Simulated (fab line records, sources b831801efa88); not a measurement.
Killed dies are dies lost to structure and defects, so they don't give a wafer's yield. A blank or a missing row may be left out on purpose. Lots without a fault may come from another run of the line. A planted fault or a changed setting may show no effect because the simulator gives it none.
Problem report in the 8D (eight disciplines) form, filled by code | flow sky130 | the parts of the form that need people (team, actions taken, sign-off) are left out

1. THE PROBLEM
SONOS_ONO_CVD_04_THK at SKY_SONOS_ONO_THK_MEAS_05 reads a mean of 7.02 nm on 9 wafers of 3 lots; wafers without a fault read 5.75 nm with a standard deviation of 0.13. That is +9.8 standard deviations from the usual mean.
First seen on wafer L234.3, day 17 15:35, on film_metro-02. The record holds 42 wafers of 14 lots with a number at this step. Rule for "out", or "out of limits": more than 4 standard deviations from the usual mean. The other wafers with a number count as sound.

2. WHAT IT IS AND WHAT IT IS NOT
question                    | is                           | is not
which readings at this step | SONOS_ONO_CVD_04_THK         | -
which lots                  | L234, L235, L236             | L217, L218, L219, L221, L222, L223, L224, L226, L227, L228, L229
which wafers of those lots  | all that have a number       | -
read on which gauges        | film_metro-02, film_metro-03 | film_metro-01
when                        | from day 17 15:35            | up to then (33 sound wafers)

3. SUSPECTS, AND WHAT RULES EACH OUT
Counting: a tool at a process step up to the reading stays a suspect if it ran every lot that is out and no sound lot after the first of them.
- the gauge at SKY_SONOS_ONO_THK_MEAS_05: ruled out. The wafers that are out were read on 2 gauges (film_metro-02, film_metro-03).
- lpcvd-03 at SKY_SONOS_ONO_CVD_04 (deposits SiO2 from SiH4/N2O, target thk 5.7199 nm): kept. It ran every lot that is out, first L234 (day 17 14:19), and no sound lot after that; its last sound lot up to then is L229 (day 16 00:17).
Left after counting: lpcvd-03 at SKY_SONOS_ONO_CVD_04.

4. THE CAUSE (what the simulator had put in)
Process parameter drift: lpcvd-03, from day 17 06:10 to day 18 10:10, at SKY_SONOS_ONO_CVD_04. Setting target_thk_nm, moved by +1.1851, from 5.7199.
Counting left only this tool.

5. THE CHAIN OF EFFECTS, in route order
Each row: a reading whose mean over the struck wafers that have a number lies more than 3 standard deviations from the usual. Only readings for which the record gives a usual standard deviation are gone through. hours: the time from each lot's start at the first step in this table that gives one to its start at this step, as a median over the lots. sigmas: the change in usual standard deviations.
hours | step                      | reading              | usual   | on struck wafers | change | sigmas
0     | SKY_SONOS_ONO_THK_MEAS_05 | SONOS_ONO_CVD_04_THK | 5.75 nm | 7.02             | +1.27  | +9.8

6. WHAT WOULD HAVE CAUGHT IT SOONER
In this record the first reading out of limits at a measuring or inspecting step was taken at day 17 15:35, 9 hours after the fault began at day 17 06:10.
Of the tool readings at SKY_SONOS_ONO_CVD_04 for which the record gives a usual standard deviation, none was out on any struck wafer, so an alarm limit of 4 standard deviations on them would not have fired.
Of the lots that are out (3), L235, L236 began SKY_SONOS_ONO_CVD_04 on lpcvd-03 after day 17 15:35. A hold on the tool at that time would have spared those 2.
